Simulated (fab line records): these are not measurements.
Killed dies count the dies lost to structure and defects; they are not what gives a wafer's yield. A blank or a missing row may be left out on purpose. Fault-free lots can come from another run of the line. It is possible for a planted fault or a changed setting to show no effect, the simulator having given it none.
Matching of chambers    flow sky130    4 sister chambers for SKY_PAD_OPEN_ETCH_07 on rie-diel-02
The step etches the open film in CF4/O2, stops on AlCu, target depth 725 nm, time 161.1 s. 18 wafers are shown with their chamber, then 9 later ones without.

## WAFERS WITH THEIR CHAMBER
wafer   chamber  drypump-motor-current-A (A)  oes-product-au (a.u.)  throttle-valve-pct (%)
L075.1  0        5.3                          0.975                  5.969
L075.3  3        6.2                          0.973                  5.939
L075.5  1        6.2                          0.982                  5.961
L074.1  0        5.3                          0.964                  5.966
L074.2  3        6.2                          0.968                  5.956
L074.4  1        6.2                          0.983                  5.956
L078.1  3        6.2                          0.972                  5.955
L078.4  2        6.1                          0.977                  5.969
L078.5  2        6.1                          0.974                  5.974
L092.1  0        5.3                          0.972                  5.967
L092.2  1        6.1                          0.976                  5.963
L092.3  3        6.2                          0.980                  5.975
L092.4  2        6.1                          0.989                  5.967
L092.5  3        6.1                          0.977                  5.956
L092.6  2        6.1                          0.977                  5.962
L091.2  3        6.2                          0.976                  5.961
L091.3  0        5.3                          0.969                  5.965
L091.5  2        6.1                          0.981                  5.964

SIGNATURES (means of the wafers above)
reading                  chamber 0  chamber 1  chamber 2  chamber 3  scatter within a chamber
drypump-motor-current-A  5.300      6.167      6.100      6.183      0.0327
oes-product-au           0.97000    0.98033    0.97960    0.97433    0.00477
throttle-valve-pct       5.96675    5.96000    5.96720    5.95700    0.00752
Rule: for a wafer and a chamber, the distance is found by dividing, reading by reading, the gap between the wafer's reading and the chamber's mean by the reading's scatter, squaring, summing and taking the root. The wafer belongs to the nearest chamber; if the next one is less than 2 further off, it can't be placed. The scatter: take each reading less its chamber's mean, square it, sum over the shown wafers, divide by the number of wafers less the number of chambers, and take the root.

## WAFERS WHOSE CHAMBER IS MISSING
wafer   drypump-motor-current-A (A)  oes-product-au (a.u.)  throttle-valve-pct (%)
L093.1  6.1                          0.969                  5.954
L093.2  6.2                          0.975                  5.969
L093.3  5.3                          0.975                  5.972
L093.4  6.2                          0.978                  5.978
L093.5  6.2                          0.974                  5.949
L093.6  6.1                          0.978                  5.981
L096.4  6.1                          0.978                  5.974
L096.5  6.2                          0.978                  5.974
L096.6  5.4                          0.982                  5.981

## THE CHAMBER EACH PASSED THROUGH
wafer   from the rows above           in truth
L093.1  can't be placed: 3 or 2 or 1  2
L093.2  can't be placed: 3 or 1 or 2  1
L093.3  0                             0
L093.4  can't be placed: 1 or 3 or 2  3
L093.5  can't be placed: 3 or 1       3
L093.6  can't be placed: 2 or 1       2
L096.4  can't be placed: 2 or 1       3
L096.5  can't be placed: 1 or 3 or 2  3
L096.6  0                             0
Correctly placed: 2 of 9. Unplaceable from these rows: 7, with the true chamber sitting among the candidates in 6. Placed wrongly: 0.
